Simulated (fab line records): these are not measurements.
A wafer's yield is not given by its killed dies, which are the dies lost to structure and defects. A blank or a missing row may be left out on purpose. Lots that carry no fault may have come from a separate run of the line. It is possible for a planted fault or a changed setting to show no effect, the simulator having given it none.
The tool behind it: which one?	flow gf180mcu	12 lots with 36 wafers sampled at 3 steps, on a route of 602 steps

## WHAT EACH GAUGE READ, for each wafer
GF_V3_CD_MEAS_14 targets a cd of 260 nm.
lot	measured	on	cd-nm (nm)
L075	day 22 19:58	cd-sem-01	258.4 258.6 258.1
L077	day 23 05:41	cd-sem-02	260.0 260.3 259.2
L079	day 24 11:02	cd-sem-01	260.4 258.9 258.9
L081	day 25 12:24	cd-sem-01	260.2 259.9 260.6
L083	day 25 22:38	cd-sem-02	259.4 260.8 259.5
L085	day 26 14:44	cd-sem-02	259.9 259.6 260.6
L087	day 27 00:40	cd-sem-02	259.2 259.5 259.1
L088	day 27 14:23	cd-sem-01	261.9 262.1 262.0
L091	day 28 02:19	cd-sem-02	258.8 259.1 258.0
L093	day 28 08:14	cd-sem-01	260.3 261.5 260.8
L095	day 29 02:53	cd-sem-01	260.3 259.8 259.3
L097	day 29 13:37	cd-sem-01	260.7 260.7 261.8

## EACH LOT AND THE TOOL THAT RAN IT (in order: tool; ch and the chambers of the sampled wafers; start)
lot	GF_PSD_RTA_13	GF_CONTACT_CMP_27
L075	rtp-anneal-02 ch 0, day 14 16:19	cmp-02 ch 1,2,3, day 16 14:15
L077	rtp-anneal-02 ch 0, day 15 01:32	cmp-02 ch 0,1,3, day 17 00:05
L079	rtp-anneal-01 ch 0, day 16 06:34	cmp-02 ch 0,2,3, day 18 06:36
L081	rtp-anneal-01 ch 0, day 17 07:04	cmp-01 ch 0,2,3, day 19 08:07
L083	rtp-anneal-02 ch 0, day 17 19:24	cmp-01 ch 0,2,3, day 19 20:40
L085	rtp-anneal-01 ch 0, day 18 14:24	cmp-02 ch 0,1,3, day 20 15:49
L087	rtp-anneal-02 ch 0, day 18 21:04	cmp-02 ch 1,2,3, day 20 22:56
L088	rtp-anneal-02 ch 0, day 19 15:19	cmp-01 ch 2,3, day 21 18:39
L091	rtp-anneal-02 ch 0, day 20 05:55	cmp-01 ch 0,1,3, day 22 08:48
L093	rtp-anneal-02 ch 0, day 20 14:01	cmp-02 ch 0,1, day 22 16:06
L095	rtp-anneal-01 ch 0, day 21 13:03	cmp-01 ch 0,2,3, day 23 15:05
L097	rtp-anneal-02 ch 0, day 22 02:26	cmp-01 ch 0,2, day 24 03:53
- GF_PSD_RTA_13: time 20 s.
- GF_CONTACT_CMP_27: polishes, stops on SiO2, t overpolish 15 s, target thk 0 nm.

## THE ANSWER, worked out from the rows above alone
Rule: what is usual is taken from the lots themselves. The widest of any qualifying gaps counts: lots, ordered by their means at a reading, are off when they make up no more than a third of the lots, leave a main group of 4 or more, and stand apart from it by 3 or more times the standard deviation of that group's means. A main group whose means are all the same, to the digits that the tables above print for the reading, isn't used. Also off: a lot with no number at a reading for which 4 or more lots have one. The other lots that the step has rows for count as sound.
No lot is off at any reading shown: from this, nothing can be told.

## WHAT WAS PUT IN BY THE SIMULATOR
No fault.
